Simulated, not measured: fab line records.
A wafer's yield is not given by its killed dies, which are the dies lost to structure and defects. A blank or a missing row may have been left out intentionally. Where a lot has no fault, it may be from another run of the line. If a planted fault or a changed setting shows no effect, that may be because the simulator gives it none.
Chamber matching | flow gf180mcu | 4 sister chambers for GF_V1_CMP_04 on cmp-01
The step polishes SiO2. 8 wafers are shown with their chamber, then 8 later ones without.

EACH WAFER AND ITS CHAMBER
wafer  | chamber | motor_current_A (A) | slurry_flow_ml_min
L857.2 | 3       | 12.9                | 149.4
L857.3 | 2       | 13.0                | 149.7
L857.4 | 1       | 12.5                | 150.1
L858.1 | 1       | 12.5                | 150.4
L858.2 | 2       | 13.0                | 149.9
L858.4 | 0       | 10.3                | 150.4
L863.1 | 3       | 12.3                | 149.7
L863.6 | 0       | 10.0                | 148.8

WAFERS MISSING THEIR CHAMBER
wafer  | motor_current_A (A) | slurry_flow_ml_min
L867.1 | 13.1                | 149.3
L867.3 | 12.2                | 150.1
L869.1 | 12.5                | 150.0
L869.3 | 12.5                | 149.4
L869.6 | 13.0                | 150.3
L871.3 | 12.7                | 149.3
L871.4 | 10.9                | 150.2
L871.5 | 13.3                | 149.8

THE CHAMBER EACH PASSED THROUGH
wafer  | from the rows above          | in truth
L867.1 | can't be placed: 2 or 3      | 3
L867.3 | can't be placed: 1 or 3      | 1
L869.1 | can't be placed: 1 or 3 or 2 | 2
L869.3 | can't be placed: 3 or 1 or 2 | 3
L869.6 | can't be placed: 2 or 1 or 3 | 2
L871.3 | can't be placed: 3 or 2 or 1 | 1
L871.4 | 0                            | 0
L871.5 | can't be placed: 2 or 3      | 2
Placed correctly: 1 of 8. Unplaceable from these rows: 7, with the true chamber sitting among the candidates in 7. 0 placed wrongly.
How it was worked out, from the rows above alone: a wafer's distance from a chamber is the root of the sum, over the readings, of the square of ((its reading less the chamber's mean) divided by the reading's scatter). If the next closest chamber is less than 2 further off than the closest, the wafer can't be placed; otherwise it belongs to the closest. Each chamber's mean is taken over the wafers shown for it. The scatter: take each reading less its chamber's mean, square it, sum over the shown wafers, divide by the number of wafers less the number of chambers, and take the root.
